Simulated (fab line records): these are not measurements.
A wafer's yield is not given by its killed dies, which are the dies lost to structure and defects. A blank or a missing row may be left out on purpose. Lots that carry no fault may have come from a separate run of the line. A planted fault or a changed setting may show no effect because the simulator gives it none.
Which of the tools did it? + flow sky130 + 7 lots (21 wafers sampled), 1 step of a 708-step route

## WHAT THE GAUGES SHOWED, per wafer
SKY_SD_N_RS_MEAS_18: uses a four-point probe to measure.
| lot  | measured     | on            | RES_XHIGH_RS (ohm/sq) |
|------|--------------|---------------|-----------------------|
| L324 | day 29 13:43 | film_metro-01 | 333.4 334.2 333.6     |
| L331 | day 31 20:34 | film_metro-04 | 332.8 333.0 332.1     |
| L334 | day 33 01:50 | film_metro-03 | 335.3 335.6 336.3     |
| L336 | day 33 22:58 | film_metro-03 | 333.7 332.1 333.6     |
| L339 | day 34 13:34 | film_metro-01 | 333.2 332.9 333.1     |
| L340 | day 34 16:46 | film_metro-04 | 330.9 331.5 331.3     |
| L343 | day 35 12:50 | film_metro-01 | 334.4 336.0 334.6     |

## WHAT TOOL EACH LOT RAN ON (gives the tool, then ch and the chambers of the sampled wafers, and finally the start)
The record shows no process step preceding these readings.

## THE ANSWER, worked out from the rows above alone
Rule: usual is defined by the lots themselves. Put in order of their means at a reading, lots are off if they are a third of the lots or fewer, leave a main group of 4 or more, and stand apart from it by a gap of 3 or more times the standard deviation of the main group's means; of several such gaps the widest counts. Not used: any main group whose means are identical at the precision the tables above print for the reading. A lot without any number at a reading at which 4 lots or more have one is off too. All remaining lots with rows at the step are treated as sound.
Nothing can be told from this: no lot is off at any reading shown.

## WHAT HAD BEEN PUT IN BY THE SIMULATOR
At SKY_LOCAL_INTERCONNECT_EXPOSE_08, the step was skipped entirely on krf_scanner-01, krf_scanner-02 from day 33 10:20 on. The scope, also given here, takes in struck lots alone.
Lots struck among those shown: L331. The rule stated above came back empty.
